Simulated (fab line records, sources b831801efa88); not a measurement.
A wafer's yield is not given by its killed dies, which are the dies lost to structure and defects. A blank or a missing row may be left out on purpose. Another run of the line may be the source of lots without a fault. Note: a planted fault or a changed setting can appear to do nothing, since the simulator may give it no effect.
A lot that was struck, set against a sound lot + flow gf180mcu + 15 out of 602 route steps
Sound: these wafers, L705.1, L705.2, L705.6. The struck wafers were L704.3, L704.4, L704.5. The cause is named last.
For every step that has rows: the tool of each side, followed by ch and its chambers, followed by its first start. Under that, the readings that differ: sound wafers + struck wafers + difference of the means + sigmas: that difference in standard deviations of wafers without a fault.
alike: words and numbers the same on both sides, and readings whose means are apart by under 2 such deviations; not compared: readings that were withheld, readings missing a value for some wafer, numbers with overlapping values and no deviation given by the record, and bounds like >300 which may hide the same value.
The two part at a step that has a row with sigmas, a row that says differs or no value, or rows on one side only. Numbers that don't overlap but have no deviation are shown without sigmas and don't part them. A reading that every wafer of one side lacks parts them only if that side has two wafers or more.

first, 4 steps without rows for these wafers: GF_V2_SOFTBAKE_10 (time 60 s); GF_V2_EXPOSE_11 (exposes mask Via2, target cd 260 nm); GF_V2_PEB_12 (peb time 90 s); GF_V2_DEVELOP_13 (develop time 60 s).
GF_V2_CD_MEAS_14 targets a cd of 260 nm.
  sound: cd-sem-01 at day 25 01:42; struck: cd-sem-01 at day 24 14:50
  alike: cd-nm
GF_V2_OVL_MEAS_15:
  sound: overlay-01 at day 25 01:49; struck: overlay-02 at day 24 14:56
  alike: V2_OVL
GF_V2_ETCH_16: etches BARC in N2/H2.
  sound on rie-diel-04 ch 0,2, day 25 01:52; struck on rie-diel-03 ch 0,1,3, day 24 14:58
  alike: drypump-motor-current-A, oes-product-au, throttle-valve-pct
GF_V2_ETCH_17: etches SiO2 in C4F8/O2/Ar, stops on TiN, target depth 630 nm.
  sound on rie-diel-04 ch 0,2; struck on rie-diel-03 ch 0,1,3
  alike: oes-product-au
GF_V2_STRIP_18: strips in O2/N2.
  sound on plasma-asher-04 ch 0,1, day 25 01:59; struck on plasma-asher-03 ch 0,1, day 24 15:07
  alike: drypump-motor-current-A, heater-power-w, o2-flow-sccm, oes-product-au
  not compared: rf-hours-counter-h
then, 2 steps without rows for these wafers: GF_V2_STRIP_19 (strips in post etch residue remover, time 1200 s); GF_V2_CLEAN_20 (cleans in DIW).
GF_V2_SPUTTER_21: material Ti, target thk 15 nm, time 80.02 s.
  sound: pvd-sputter-02 at day 25 02:32; struck: pvd-sputter-03 at day 24 15:37
  alike: substrate-temp-c, throttle-valve-pct
GF_V2_SPUTTER_22: material TiN, target thk 10 nm, time 40 s.
  sound: pvd-sputter-02 at day 25 02:35; struck: pvd-sputter-03 at day 24 15:41
| reading                                | sound            | struck            | difference | sigmas |
|----------------------------------------|------------------|-------------------|------------|--------|
| model.TiN_of_V2_SPUTTER_22.thk-nm (nm) | 10.03 9.95 9.911 | 9.062 9.059 9.068 | -0.901     |        |
  alike: throttle-valve-pct
GF_V2_CVD_23: deposits W, target thk 350 nm, time 104.94 s.
  sound on cvd-w-02 ch 0,1, day 25 02:38; struck on cvd-w-02 ch 0,1, day 24 15:46
  alike: heater-power-w
following that, these wafers have no rows for 1 step: GF_PASSIVATION_PROBE_99.

## WHERE THEY PART
Nowhere in this record.

WHY: the cause the simulator had injected
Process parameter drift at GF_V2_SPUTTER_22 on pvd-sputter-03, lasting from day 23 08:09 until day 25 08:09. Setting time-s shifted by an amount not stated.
